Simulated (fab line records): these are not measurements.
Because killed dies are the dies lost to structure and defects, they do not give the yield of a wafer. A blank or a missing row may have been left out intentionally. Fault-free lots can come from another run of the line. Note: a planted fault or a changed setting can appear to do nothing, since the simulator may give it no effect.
Problem report, 8D (eight disciplines) form, completed by code / flow sky130 / the parts of the form that need people (team, actions taken, sign-off) are left out

## 1. PROBLEM STATEMENT
VIA4_HDPCVD_THK at SKY_VIA4_THK_MEAS_01 reads a mean of 1923 nm on 1 wafer of 1 lot; wafers without a fault read 1749 nm with a standard deviation of 19. Relative to the usual mean, that is a shift of +9.2 standard deviations.
Seen first at day 45 00:35 on filmMetro-01, wafer L567.1. At this step, 30 wafers from 10 lots have a number in the record. By rule, "out" or "out of limits" means more than 4 standard deviations away from the usual mean. The other wafers with a number count as sound.

## 2. WHAT IT IS, AND WHAT IT ISN'T
question=which readings at this step | is=VIA4_HDPCVD_THK | is not=-
question=which lots | is=L567 | is not=L556, L557, L558, L559, L560, L570, L573, L576, L577
question=which wafers of those lots | is=L567.1 | is not=L567.5, L567.6
question=read on which gauges | is=filmMetro-01 | is not=filmMetro-03, filmMetro-04
question=when | is=from day 45 00:35 | is not=up to then (17 sound wafers); but 12 sound wafers of L570, L573, L576, L577 came after

## 3. WHAT RULES OUT EACH SUSPECT
Counting: a tool at a process step up to the reading stays a suspect if it ran every lot that is out. Sound lots after the first of them don't rule it out here, since some wafers of a struck lot are sound.
- the gauge at SKY_VIA4_THK_MEAS_01 has been ruled out. All the wafers that are out were read on filmMetro-01, but those of them that SKY_VIA4_HDPCVD_00 has rows for are out there too, on other tools.
- hdpcvd-01 at SKY_VIA4_HDPCVD_00 (deposits SiO2, target thk 1750 nm, time 291.7 s): kept. L567, the lot that is out, went through it at day 45 00:24; up to then, the latest sound lot through it was L556 at day 41 17:01. Out on those wafers are its own readings of runLengthS.
- At SKY_VIA4_HDPCVD_00, inside hdpcvd-01: chamber 0 took the wafers that are out, while their sound lot-mates went through chambers 1, 2.
After counting, what remains is hdpcvd-01 at SKY_VIA4_HDPCVD_00.

## 4. THE CAUSE (what the simulator had put in)
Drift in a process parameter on hdpcvd-01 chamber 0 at SKY_VIA4_HDPCVD_00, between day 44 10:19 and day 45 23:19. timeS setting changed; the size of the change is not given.
Counting left only this tool.

## 5. SEQUENCE OF EFFECTS, ordered by route
Rows list readings where the struck wafers' mean (over those with a number) sits beyond 3 standard deviations from the usual. Scope: only readings with a usual standard deviation given in the record; hours: median across lots of the time from each lot's start at the first step in this table that gives one to its start at this step; sigmas: change in usual standard deviations.
hours=0; step=SKY_VIA4_HDPCVD_00; reading=runLengthS; usual=319.4 s; on struck wafers=345.6; change=+26.2; sigmas=+58
hours=0; step=SKY_VIA4_THK_MEAS_01; reading=VIA4_HDPCVD_THK; usual=1749 nm; on struck wafers=1923; change=+174; sigmas=+9.2
It contains these process steps:
- SKY_VIA4_HDPCVD_00: deposits SiO2, target thk 1750 nm, time 291.7 s.

## 6. HOW IT WOULD HAVE BEEN CAUGHT EARLIER
The first out-of-limits reading at a measuring or inspecting step in this record came at day 45 00:35, 14 hours after the fault's start at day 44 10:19.
The tool's own readings at SKY_VIA4_HDPCVD_00 were out on every struck wafer that the step has a row for (runLengthS): an alarm limit on them would have fired on the first of those.
Lots out: 1; all had begun SKY_VIA4_HDPCVD_00 on hdpcvd-01 by day 45 00:35. None of them would have been spared by holding the tool at that moment.
